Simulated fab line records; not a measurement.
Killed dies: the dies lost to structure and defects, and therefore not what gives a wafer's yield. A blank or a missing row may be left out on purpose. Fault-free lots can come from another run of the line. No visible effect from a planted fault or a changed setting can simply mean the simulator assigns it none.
fab line records -- flow gf180mcu
[record] lots = 12, wafers = 36, last_day = 34
route steps=602 shown HV_LDD@180 M3@419 V3@450
lots that met no fault: taken from a fault-free run of the same line
start_h: the number of hours between the record's first day and the start of the first shown wafer of the lot -- wait_h: how many hours have passed since the lot's step before this one -- " same as the row above -- L1.1+2: a row that stands for several wafers -- - no value, or no start was given -- * or withheld: withheld -- < > ~ a bound
route shown NAME@n: NAME is a module with steps in the file, n the number in the route of the first one -- usual: mean/standard deviation of fault-free wafers -- same: alike in all rows -- chamber/n: place in a boat -- sites: each site's reading -- _std_site: the values' standard deviation -- _edge_site: inner sites' mean taken away from outer sites' mean -- radius_mm: how far each site lies from the wafer's centre -- mask NAME#n: copy n -- behind: the last tool/chamber to shape the wafer -- hold: what put the lot on hold/how long, in hours/how the hold closed -- device: which transistor (n, p or np) failed to switch -- end of line: the tests these same wafers got at the end of their route -- for a step that has no rows: nothing shown but its recipe -- killed: dies lost to structure and defects at the first sort, not the wafer's yield -- map: a wafer's dies, marking killed ones x, the rest . and places with no die _
set.NAME: the setting the step ran with; set.NAME@STEP: the setting that earlier step ran with -- model.NAME: the simulator's own value behind a step, which no gauge read
the route's steps for a sample of lots (tables are steps, rows are wafers)
services: from which hour (start_h, from the record's first day; less than 0 if before it) a tool's chamber was out of use, for how many hours, and why
[[steps]]
[step GF_HV_LDD_EXPOSE_04]
[recipe] mask_id = Nplus_LV_AREA, target_cd_nm = 400, na = 0.6, source_shape = conventional, sigma_outer = 0.6, dose_mj = 140
[usual] exposure_dose_mJ_cm2 = 139.95/0.15
[same] na = 0.6
lot.wafer,tool,chamber,start_h,wait_h,mask,exposure_dose_mJ_cm2
L656.3,iline_stepper-01,0,208.24,-,Nplus_LV_AREA#0,140.19
L656.4,iline_stepper-01,0,208.24,-,Nplus_LV_AREA#0,140.08
L656.5,iline_stepper-01,0,208.24,-,Nplus_LV_AREA#0,140.06
L659.2,iline_stepper-02,0,239.87,-,Nplus_LV_AREA#0,139.83
L659.3,iline_stepper-02,0,239.87,-,Nplus_LV_AREA#0,139.91
L659.5,iline_stepper-02,0,239.87,-,Nplus_LV_AREA#0,139.84
L660.1,iline_stepper-01,0,242.42,-,Nplus_LV_AREA#0,140.17
L660.2,iline_stepper-01,0,242.42,-,Nplus_LV_AREA#0,140.03
L660.5,iline_stepper-01,0,242.42,-,Nplus_LV_AREA#0,140.17
L661.1,iline_stepper-02,0,250.05,-,Nplus_LV_AREA#0,139.81
L661.2,iline_stepper-02,0,250.05,-,Nplus_LV_AREA#0,139.99
L661.6,iline_stepper-02,0,250.05,-,Nplus_LV_AREA#0,140.05
L662.4,iline_stepper-02,0,255.05,-,Nplus_LV_AREA#0,139.80
L662.5,iline_stepper-02,0,255.05,-,Nplus_LV_AREA#0,139.97
L662.6,iline_stepper-02,0,255.05,-,Nplus_LV_AREA#0,140.08
L664.3,iline_stepper-02,0,269.40,-,Nplus_LV_AREA#0,139.79
L664.5,iline_stepper-02,0,269.40,-,Nplus_LV_AREA#0,139.89
L664.6,iline_stepper-02,0,269.40,-,Nplus_LV_AREA#0,139.74
L669.3,iline_stepper-02,0,303.02,-,Nplus_LV_AREA#0,118.12
L669.5,iline_stepper-02,0,303.02,-,Nplus_LV_AREA#0,118.18
L669.6,iline_stepper-02,0,303.02,-,Nplus_LV_AREA#0,117.87
L673.2,iline_stepper-02,0,335.59,-,Nplus_LV_AREA#0,122.97
L673.3,iline_stepper-02,0,335.59,-,Nplus_LV_AREA#0,122.94
L673.5,iline_stepper-02,0,335.59,-,Nplus_LV_AREA#0,123.04
L674.1,iline_stepper-01,0,338.87,-,Nplus_LV_AREA#0,139.95
L674.2,iline_stepper-01,0,338.87,-,Nplus_LV_AREA#0,139.93
L674.3,iline_stepper-01,0,338.87,-,Nplus_LV_AREA#0,139.98
L675.2,iline_stepper-01,0,347.31,-,Nplus_LV_AREA#0,139.92
L675.3,iline_stepper-01,0,347.31,-,Nplus_LV_AREA#0,140.18
L675.4,iline_stepper-01,0,347.31,-,Nplus_LV_AREA#0,140.04
L677.2,iline_stepper-01,0,364.04,-,Nplus_LV_AREA#0,140.15
L677.4,iline_stepper-01,0,364.04,-,Nplus_LV_AREA#0,139.91
L677.5,iline_stepper-01,0,364.04,-,Nplus_LV_AREA#0,139.93
L679.2,iline_stepper-01,0,380.92,-,Nplus_LV_AREA#0,140.22
L679.3,iline_stepper-01,0,380.92,-,Nplus_LV_AREA#0,140.22
L679.4,iline_stepper-01,0,380.92,-,Nplus_LV_AREA#0,139.89
[step GF_HV_LDD_CD_MEAS_07]
[recipe] target_cd_nm = 400
[usual] cd_nm = 399.9/2.3
lot.wafer,tool,chamber,start_h,wait_h,cd_nm
L656.3,cd_sem-02,-,216.41,0.1,397.8
L656.4,cd_sem-02,-,216.41,0.1,398.4
L656.5,cd_sem-02,-,216.41,0.1,397.4
L659.2,cd_sem-01,-,249.08,0.2,403.6
L659.3,cd_sem-01,-,249.08,0.2,403.1
L659.5,cd_sem-01,-,249.08,0.2,402.9
L660.1,cd_sem-02,-,251.79,0.1,396.9
L660.2,cd_sem-02,-,251.79,0.1,398.1
L660.5,cd_sem-02,-,251.79,0.1,397.7
L661.1,cd_sem-02,-,259.01,0.1,400.4
L661.2,cd_sem-02,-,259.01,0.1,400.1
L661.6,cd_sem-02,-,259.01,0.1,399.8
L662.4,cd_sem-02,-,264.62,0.1,404.7
L662.5,cd_sem-02,-,264.62,0.1,402.7
L662.6,cd_sem-02,-,264.62,0.1,403.6
L664.3,cd_sem-01,-,278.93,0.1,396.3
L664.5,cd_sem-01,-,278.93,0.1,399.2
L664.6,cd_sem-01,-,278.93,0.1,401.4
L669.3,cd_sem-01,-,312.58,0.1,352.9
L669.5,cd_sem-01,-,312.58,0.1,350.7
L669.6,cd_sem-01,-,312.58,0.1,352.9
L673.2,cd_sem-02,-,346.09,0.1,365.5
L673.3,cd_sem-02,-,346.09,0.1,363.3
L673.5,cd_sem-02,-,346.09,0.1,364.3
L674.1,cd_sem-01,-,349.32,0.1,399.3
L674.2,cd_sem-01,-,349.32,0.1,401.5
L674.3,cd_sem-01,-,349.32,0.1,401.2
L675.2,cd_sem-01,-,357.61,0.1,397.3
L675.3,cd_sem-01,-,357.61,0.1,397.6
L675.4,cd_sem-01,-,357.61,0.1,396.2
L677.2,cd_sem-02,-,374.21,0.1,400.5
L677.4,cd_sem-02,-,374.21,0.1,402.2
L677.5,cd_sem-02,-,374.21,0.1,403.5
L679.2,cd_sem-01,-,391.57,0.1,399.4
L679.3,cd_sem-01,-,391.57,0.1,398.7
L679.4,cd_sem-01,-,391.57,0.1,400.9
[step GF_M3_SOFTBAKE_10]
[recipe] temp_c = 130, time_s = 62.14, resist = KrF
[usual] plate_sensor_t_centre_C = 131.01/0.011, plate_sensor_t_edge_C = 131.21/0.01, resist_line_temp_C = 22.99/0.1
lot.wafer,tool,chamber,start_h,wait_h,plate_sensor_t_centre_C,plate_sensor_t_edge_C,resist_line_temp_C
L656.3,litho_track-01,0,472.97,0.1,131.02,131.2,22.94
L656.4,litho_track-01,0,472.97,0.1,131.01,131.21,23.21
L656.5,litho_track-01,0,472.97,0.1,131.01,131.22,22.96
L659.2,litho_track-02,0,513.51,0.1,131.03,131.2,23.26
L659.3,litho_track-02,0,513.51,0.1,130.99,131.22,23.08
L659.5,litho_track-02,0,513.51,0.1,131,131.22,23.12
L660.1,litho_track-02,0,517.54,0.1,131.01,131.24,22.93
L660.2,litho_track-02,0,517.54,0.1,131.01,131.2,22.90
L660.5,litho_track-02,0,517.54,0.1,131.01,131.2,23.05
L661.1,litho_track-01,0,524.62,0.1,130.99,131.21,22.98
L661.2,litho_track-01,0,524.62,0.1,131.02,131.19,23.01
L661.6,litho_track-01,0,524.62,0.1,131.02,131.21,22.97
L662.4,litho_track-02,0,534.11,0.1,131.02,131.21,23.03
L662.5,litho_track-02,0,534.11,0.1,131.01,131.21,22.94
L662.6,litho_track-02,0,534.11,0.1,130.99,131.21,22.93
L664.3,litho_track-02,0,549.68,0.1,131.02,131.2,23.09
L664.5,litho_track-02,0,549.68,0.1,131,131.2,22.91
L664.6,litho_track-02,0,549.68,0.1,131.02,131.2,22.85
L669.3,litho_track-02,0,587.73,0.1,131.03,131.22,23.04
L669.5,litho_track-02,0,587.73,0.1,131.01,131.23,23.23
L669.6,litho_track-02,0,587.73,0.1,131.01,131.2,23.11
L674.1,litho_track-01,0,624.17,0.1,131.01,131.21,22.97
L674.2,litho_track-01,0,624.17,0.1,131.01,131.21,22.79
L674.3,litho_track-01,0,624.17,0.1,131.01,131.2,22.82
L673.2,litho_track-01,0,625.39,0.1,131.04,131.2,22.87
L673.3,litho_track-01,0,625.39,0.1,131.02,131.21,22.95
L673.5,litho_track-01,0,625.39,0.1,131,131.2,22.82
L675.2,litho_track-01,0,633.59,0.1,131.01,131.21,22.97
L675.3,litho_track-01,0,633.59,0.1,131.01,131.21,22.98
L675.4,litho_track-01,0,633.59,0.1,131.01,131.2,22.87
L677.2,litho_track-01,0,648.59,0.1,131.01,131.21,23.02
L677.4,litho_track-01,0,648.59,0.1,131.03,131.21,23.00
L677.5,litho_track-01,0,648.59,0.1,131,131.21,22.96
L679.2,litho_track-01,0,664.39,0.1,131,131.21,23.03
L679.3,litho_track-01,0,664.39,0.1,131.02,131.22,22.94
L679.4,litho_track-01,0,664.39,0.1,131,131.21,22.93
[step GF_M3_STRIP_17]
[recipe] chemistry = O2/N2, power_w = 1400, pressure_mtorr = 1500, platen_temp_c = 250, o2_flow_sccm = 3000, n2_flow_sccm = 300, overash_fraction = 0.5
[usual] drypump_motor_current_A = 5.8/0.37, heater_power_w = 321/17, oes_product_au = 0.537/0.0054, strip_time_to_endpoint_s = 7.37/0.08
lot.wafer,tool,chamber,start_h,wait_h,drypump_motor_current_A,heater_power_w,oes_product_au,rf_hours_counter_h,strip_time_to_endpoint_s
L656.3,plasma_asher-04,0,485.27,0.1,6.0,327,0.532,-,7.38
L656.4,plasma_asher-04,1,485.27,0.1,5.2,296,0.535,-,7.42
L656.5,plasma_asher-04,1,485.27,0.1,5.2,290,0.541,-,7.44
L659.2,plasma_asher-02,0,525.37,0.1,6.5,331,0.544,89,7.47
L659.3,plasma_asher-02,1,525.37,0.1,5.9,291,0.533,-,7.45
L659.5,plasma_asher-02,0,525.37,0.1,6.5,316,0.544,-,7.48
L660.1,plasma_asher-01,0,529.37,0.2,5.9,332,0.540,44,7.34
L660.2,plasma_asher-01,1,529.37,0.2,5.5,340,0.544,44,7.39
L660.5,plasma_asher-01,0,529.37,0.2,5.9,332,0.531,-,7.38
L661.1,plasma_asher-02,0,536.52,0.1,6.4,325,0.539,90,7.41
L661.2,plasma_asher-02,1,536.52,0.1,5.9,294,0.532,90,7.15
L661.6,plasma_asher-02,1,536.52,0.1,5.9,292,0.527,-,7.23
L662.4,plasma_asher-01,0,545.50,0.1,5.9,323,0.537,-,7.42
L662.5,plasma_asher-01,1,545.50,0.1,5.5,341,0.534,-,7.40
L662.6,plasma_asher-01,0,545.50,0.1,5.9,333,0.533,-,7.44
L664.3,plasma_asher-02,1,561.52,0.1,5.9,289,0.542,-,7.42
L664.5,plasma_asher-02,1,561.52,0.1,5.9,296,0.546,-,7.44
L664.6,plasma_asher-02,0,561.52,0.1,6.4,327,0.540,-,7.40
L669.3,plasma_asher-02,0,598.42,0.1,6.5,329,0.539,-,7.39
L669.5,plasma_asher-02,1,598.42,0.1,5.9,300,0.535,-,7.44
L669.6,plasma_asher-02,0,598.42,0.1,6.4,313,0.529,-,7.30
L674.1,plasma_asher-01,0,634.94,0.1,5.9,331,0.538,56,7.43
L674.2,plasma_asher-01,1,634.94,0.1,5.5,338,0.532,56,7.36
L674.3,plasma_asher-01,1,634.94,0.1,5.5,338,0.541,-,7.39
L673.2,plasma_asher-01,0,636.12,0.1,6.0,332,0.541,56,7.36
L673.3,plasma_asher-01,1,636.12,0.1,5.5,337,0.534,-,7.22
L673.5,plasma_asher-01,1,636.12,0.1,5.5,335,0.537,-,7.42
L675.2,plasma_asher-04,0,643.23,0.2,6.0,329,0.538,87,7.36
L675.3,plasma_asher-04,1,643.23,0.2,5.2,290,0.533,-,7.38
L675.4,plasma_asher-04,0,643.23,0.2,6.0,321,0.537,-,7.38
L677.2,plasma_asher-04,1,659.00,0.2,5.2,301,0.536,88,7.36
L677.4,plasma_asher-04,1,659.00,0.2,5.2,287,0.538,-,7.36
L677.5,plasma_asher-04,1,659.00,0.2,5.2,300,0.529,-,7.35
L679.2,plasma_asher-01,0,674.69,0.1,5.9,337,0.544,60,7.42
L679.3,plasma_asher-01,1,674.69,0.1,5.5,326,0.541,-,7.39
L679.4,plasma_asher-01,0,674.69,0.1,5.9,323,0.537,-,7.35
[step GF_V3_SPUTTER_21]
[recipe] material = Ti, target_thk_nm = 15, chamber_pressure_pa = 5, power_w = 2500, substrate_temp_c = 200, time_s = 80.02
[usual] throttle_valve_pct = 30.3/1.1
lot.wafer,tool,chamber,start_h,wait_h,throttle_valve_pct
L656.3,pvd_sputter-03,-,511.11,0.0,31.7
L656.4,pvd_sputter-03,-,511.11,0.0,29.7
L656.5,pvd_sputter-03,-,511.11,0.0,30.8
L659.2,pvd_sputter-04,-,549.99,0.0,30.6
L659.3,pvd_sputter-04,-,549.99,0.0,28.0
L659.5,pvd_sputter-04,-,549.99,0.0,27.9
L660.1,pvd_sputter-01,-,553.05,0.0,29.4
L660.2,pvd_sputter-01,-,553.05,0.0,29.7
L660.5,pvd_sputter-01,-,553.05,0.0,30.2
L661.1,pvd_sputter-03,-,560.75,0.0,30.7
L661.2,pvd_sputter-03,-,560.75,0.0,29.4
L661.6,pvd_sputter-03,-,560.75,0.0,29.4
L662.4,pvd_sputter-01,-,570.72,0.0,29.8
L662.5,pvd_sputter-01,-,570.72,0.0,29.6
L662.6,pvd_sputter-01,-,570.72,0.0,29.2
L664.3,pvd_sputter-04,-,585.31,0.0,29.4
L664.5,pvd_sputter-04,-,585.31,0.0,30.3
L664.6,pvd_sputter-04,-,585.31,0.0,30.6
L669.3,pvd_sputter-04,-,620.98,0.0,29.5
L669.5,pvd_sputter-04,-,620.98,0.0,29.1
L669.6,pvd_sputter-04,-,620.98,0.0,31.0
L674.1,pvd_sputter-03,-,656.76,0.0,31.7
L674.2,pvd_sputter-03,-,656.76,0.0,29.7
L674.3,pvd_sputter-03,-,656.76,0.0,30.9
L673.2,pvd_sputter-03,-,658.09,0.0,31.3
L673.3,pvd_sputter-03,-,658.09,0.0,29.8
L673.5,pvd_sputter-03,-,658.09,0.0,32.0
L675.2,pvd_sputter-01,-,665.35,0.0,29.5
L675.3,pvd_sputter-01,-,665.35,0.0,29.9
L675.4,pvd_sputter-01,-,665.35,0.0,29.7
L677.2,pvd_sputter-03,-,680.31,0.0,32.1
L677.4,pvd_sputter-03,-,680.31,0.0,29.6
L677.5,pvd_sputter-03,-,680.31,0.0,31.4
L679.2,pvd_sputter-04,-,695.01,0.0,28.0
L679.3,pvd_sputter-04,-,695.01,0.0,29.5
L679.4,pvd_sputter-04,-,695.01,0.0,30.7
[[services]]
tool,chamber,start_h,hours,kind
plasma_asher-02,-,227.53,2.4,repair
iline_stepper-02,-,244.13,1.7,pm
iline_stepper-01,-,300.40,1.7,pm
plasma_asher-02,-,300.58,0.9,repair
iline_stepper-02,-,326.96,6.7,repair
iline_stepper-01,-,391.57,3.1,repair
pvd_sputter-03,-,396.19,19.5,repair
plasma_asher-01,-,398.89,7.6,repair
pvd_sputter-03,-,416.49,1.2,repair
plasma_asher-01,-,419.38,0.3,repair
pvd_sputter-03,-,442.93,2.7,repair
iline_stepper-02,-,462.38,1.7,pm
iline_stepper-01,-,466.19,2.1,pm
iline_stepper-01,-,518.58,1.7,pm
plasma_asher-02,-,527.12,2.9,repair
plasma_asher-01,-,581.03,1.3,repair
pvd_sputter-03,-,592.64,20.9,repair
pvd_sputter-04,-,611.37,0.9,repair
plasma_asher-02,-,613.08,0.4,repair
plasma_asher-02,-,625.04,1.2,repair
iline_stepper-01,-,650.95,4.4,pm
iline_stepper-02,-,680.49,1.7,pm
plasma_asher-02,-,689.25,3.0,repair
iline_stepper-01,-,691.73,12.0,repair
[[key]]
[first_sign] step = GF_HV_LDD_EXPOSE_04, reading = exposure_dose_mJ_cm2, direction = down, sigmas = 99+, usual = 139.95, struck = 120.52
[effect] step = GF_HV_LDD_CD_MEAS_07, reading = cd_nm, direction = down, sigmas = 18, usual = 399.9, struck = 358.3, through = control_loop
met_at GF_HV_LDD_EXPOSE_04
struck_lots L669,L673
tester_left_out L669,L673
[loop_trim] step = GF_HV_LDD_EXPOSE_04, setting = dose, lots = L673
not_acting_at GF_M3_SOFTBAKE_10,GF_M3_STRIP_17,GF_V3_SPUTTER_21
onset_between 269.40 303.02
[fault] kind = process_parameter_drift, tool = iline_stepper-02, chamber = -, onset_h = 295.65, steps = GF_HV_LDD_EXPOSE_04, channel = dose_mj, offset = -21.596, shape = step, acts_in = these_recipes_only, stated = 140
// tester_left_out: of these lots the tester's yield and bins aren't shown, on N5 and GAA mostly nor the transistor test; their killed dies are dies lost to structure and defects alone, not to doping, threshold or leakage, so they don't give the yield
// loop_trim: a control loop set the setting to another value than it would have without faults
